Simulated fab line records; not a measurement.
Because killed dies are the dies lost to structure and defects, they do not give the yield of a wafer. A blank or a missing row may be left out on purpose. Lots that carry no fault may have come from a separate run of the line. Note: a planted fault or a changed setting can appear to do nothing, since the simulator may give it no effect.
Chamber matching + flow gf180mcu + GF_CONTACT_CMP_04 on cmp-01: 4 sister chambers
The step polishes SiO2. 4 wafers are shown with their chamber, then 7 later ones without.

## EACH WAFER AND ITS CHAMBER
| wafer  | chamber | motor_current_A (A) |
|--------|---------|---------------------|
| L801.1 | 1       | 12.2                |
| L801.6 | 3       | 10.6                |
| L804.2 | 0       | 10.9                |
| L804.3 | 2       | 10.4                |

## WAFERS WITH NO CHAMBER GIVEN
| wafer  | motor_current_A (A) |
|--------|---------------------|
| L804.6 | 11.4                |
| L806.2 | 10.8                |
| L806.5 | 11.8                |
| L806.6 | 10.2                |
| L808.4 | 10.7                |
| L808.5 | 12.1                |
| L808.6 | 11.5                |

## CHAMBER TAKEN BY EACH
| wafer  | from the rows above               | in truth |
|--------|-----------------------------------|----------|
| L804.6 | can't be placed: 0 or 1 or 3 or 2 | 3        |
| L806.2 | can't be placed: 0 or 3 or 2      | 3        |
| L806.5 | can't be placed: 1 or 0           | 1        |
| L806.6 | can't be placed: 2 or 3 or 0      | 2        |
| L808.4 | can't be placed: 3 or 0 or 2      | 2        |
| L808.5 | 1                                 | 1        |
| L808.6 | can't be placed: 0 or 1 or 3 or 2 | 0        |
1 of 7 placed correctly. These rows do not allow placing 6 (true chamber among the candidates in 6). Wrongly placed: 0.
How it was worked out, from the rows above alone: a wafer's distance from a chamber is the root of the sum, over the readings, of the square of ((its reading less the chamber's mean) divided by the reading's scatter). The wafer belongs to the nearest chamber; if the next one is less than 2 further off, it can't be placed. For every chamber, the mean is computed from those of its wafers that are shown. The scatter: root of mean squared gap, hidden wafer to nearest shown wafer, with one shown wafer a chamber.
